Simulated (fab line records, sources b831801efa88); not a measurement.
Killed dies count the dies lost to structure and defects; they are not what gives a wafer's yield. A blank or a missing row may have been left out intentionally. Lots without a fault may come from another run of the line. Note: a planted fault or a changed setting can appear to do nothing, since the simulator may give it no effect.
Chamber matching | flow gf180mcu | GF_V1_CMP_04 on cmp-01 has 4 sister chambers
The step polishes SiO2. 8 wafers are shown with their chamber, then 9 later ones without.

== WAFERS PAIRED WITH THEIR CHAMBERS ==
wafer  | chamber | motor current A (A) | time to endpoint s (s)
L305.2 | 2       | 14.0                | 80
L305.3 | 0       | 11.3                | 83
L307.2 | 1       | 11.9                | 74
L307.3 | 2       | 13.9                | 74
L307.5 | 3       | 10.5                | 75
L308.4 | 1       | 12.8                | 67
L308.5 | 3       | 11.4                | 87
L308.6 | 0       | 11.4                | 77

== WAFERS WITH NO CHAMBER GIVEN ==
wafer  | motor current A (A) | time to endpoint s (s)
L312.3 | 13.8                | 74
L312.4 | 10.8                | 77
L312.5 | 12.6                | 82
L313.2 | 13.7                | 70
L313.3 | 11.0                | 73
L313.6 | 11.2                | 81
L314.2 | 13.3                | 70
L314.4 | 11.2                | 77
L314.6 | 12.7                | 74

== WHICH CHAMBER EACH WENT THROUGH ==
wafer  | from the rows above               | in truth
L312.3 | 2                                 | 2
L312.4 | can't be placed: 3 or 0           | 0
L312.5 | can't be placed: 1 or 0 or 2 or 3 | 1
L313.2 | can't be placed: 2 or 1           | 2
L313.3 | can't be placed: 3 or 0 or 1      | 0
L313.6 | can't be placed: 0 or 3           | 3
L314.2 | can't be placed: 2 or 1           | 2
L314.4 | can't be placed: 0 or 3           | 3
L314.6 | can't be placed: 1 or 2           | 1
1 of 9 placed correctly. These rows do not allow placing 8 (true chamber among the candidates in 8). Wrongly placed: 0.
How it was worked out, from the rows above alone: a wafer's distance from a chamber is the root of the sum, over the readings, of the square of ((its reading less the chamber's mean) divided by the reading's scatter). The wafer belongs to the nearest chamber; if the next one is less than 2 further off, it can't be placed. The mean given for a chamber averages the wafers shown for that chamber. The scatter: take each reading less its chamber's mean, square it, sum over the shown wafers, divide by the number of wafers less the number of chambers, and take the root.
